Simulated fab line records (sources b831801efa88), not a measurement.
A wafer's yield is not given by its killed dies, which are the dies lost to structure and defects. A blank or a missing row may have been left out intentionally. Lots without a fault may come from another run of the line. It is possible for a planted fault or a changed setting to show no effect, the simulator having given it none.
Lot-split experiment -- flow gf180mcu -- route with 602 steps; 5 lots, 23 wafers read

## ON THE SPLIT
At GF_SAB_CVD_00 (deposits SiO2 from TEOS, target thk 50 nm, time 4.9302 s), the setting time-s was moved away from the recipe's 4.9302 s on 8 of the 23 wafers read, by -6.6% to +6.4%. For the rest of the wafers, this setting stayed at what the recipe calls for.

There is no step in the file separating the split from the reading.

## THE READING
Values of SAB_CVD_00_THK in nm from GF_SAB_THK_MEAS_01. A value of 49.8 nm with a standard deviation of 0.66 nm is what fault-free wafers of this fab line usually give.

wafer,"tool, chamber at the split","time-s as run, s",against the recipe,"SAB_CVD_00_THK, nm",against lot-mates on the recipe
L075.1,"pecvd-03, 2",4.9302,recipe,49.5,-
L075.2,"pecvd-03, 0",4.9302,recipe,49.2,-
L075.3,"pecvd-03, 1",4.9302,recipe,49.3,-
L075.4,"pecvd-03, 2",4.9302,recipe,50.4,-
L075.6,"pecvd-03, 1",4.9302,recipe,50.3,-
L079.1,"pecvd-01, 2",5.247,+6.4%,52.4,+2.4
L079.2,"pecvd-01, 1",4.9302,recipe,49.2,-
L079.3,"pecvd-01, 0",4.9302,recipe,50.2,-
L079.4,"pecvd-01, 1",5.247,+6.4%,53.7,+3.7
L079.5,"pecvd-01, 0",4.9302,recipe,50.6,-
L078.2,"pecvd-03, 1",4.607,-6.6%,45.9,-4.5
L078.3,"pecvd-03, 2",4.607,-6.6%,46.8,-3.6
L078.4,"pecvd-03, 2",4.9302,recipe,50.1,-
L078.5,"pecvd-03, 0",4.9302,recipe,50.7,-
L078.6,"pecvd-03, 1",4.607,-6.6%,47.3,-3.1
L082.1,"pecvd-03, 2",5.136,+4.2%,52.2,+1.8
L082.2,"pecvd-03, 0",4.9302,recipe,49.8,-
L082.3,"pecvd-03, 1",5.136,+4.2%,52.0,+1.6
L082.4,"pecvd-03, 1",5.136,+4.2%,52.5,+2.1
L082.6,"pecvd-03, 2",4.9302,recipe,51.0,-
L085.2,"pecvd-04, 1",4.9302,recipe,50.1,-
L085.3,"pecvd-04, 2",4.9302,recipe,49.3,-
L085.4,"pecvd-04, 0",4.9302,recipe,51.0,-

FIT RESULTS
A straight line over all 23 wafers: SAB_CVD_00_THK changes by +0.503 nm for each +1% of time-s; r = +0.95; the points scatter about the line by 0.61 nm.
The same after taking each lot's own level away (the mean of its wafers on the recipe; 23 wafers): +0.516 nm for each +1%; r = +0.95; scatter 0.59 nm.
That fit puts the effect of the largest move of time-s on the reading at 3.4 nm.
Measured against the standard deviation above, the lots' own levels, which go from 49.74 to 50.40 nm, span 1.0 times it.
Consequently the slope shifts little with the lot-to-lot level, the two slopes agreeing.
Check: -3.21 nm against its lot-mates is what the line predicts for one of the wafers moved furthest among these (-6.6%) when that wafer is left out of the fit. It came out at -4.5 nm against them.

## OTHER SPLITS ON THESE WAFERS
Before the reading, these wafers also passed through other splits. Each is held against what the fit with the lots' levels taken away leaves over:
other split on the same wafers,wafers away from the commonest value,r with SAB_CVD_00_THK (lot level and that fit taken away)
GF_HV_LDD_DEVELOP_18 develop-time-s,6,-0.13
GF_HV_LDD_COAT_41 resist-thk-nm,11,+0.15
GF_HV_LDD_DEVELOP_45 develop-time-s,10,+0.11
GF_HV_LDD_CVD_56 temp-c,10,-0.01
GF_PSD_COAT_02 resist-thk-nm,6,+0.01

## THE WHOLE CHAIN: every reading that the file lists as answering this split, in the file's order
step,what it does,reading,change (the file's fit),r (the file's)
GF_SAB_CVD_00,"deposits SiO2 from TEOS, target thk 50 nm, time 4.9302 s","SiO2_of_SAB_CVD_00.thk-nm (the simulator's own value, which no gauge read)",+0.509 nm for each +1% of the setting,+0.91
GF_SAB_THK_MEAS_01,,SAB_CVD_00_THK,+0.508 for each +1% of the setting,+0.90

## FILE'S OWN FIT
SAB_CVD_00_THK changes by +0.508 nm for each +1% of time-s, r = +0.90.
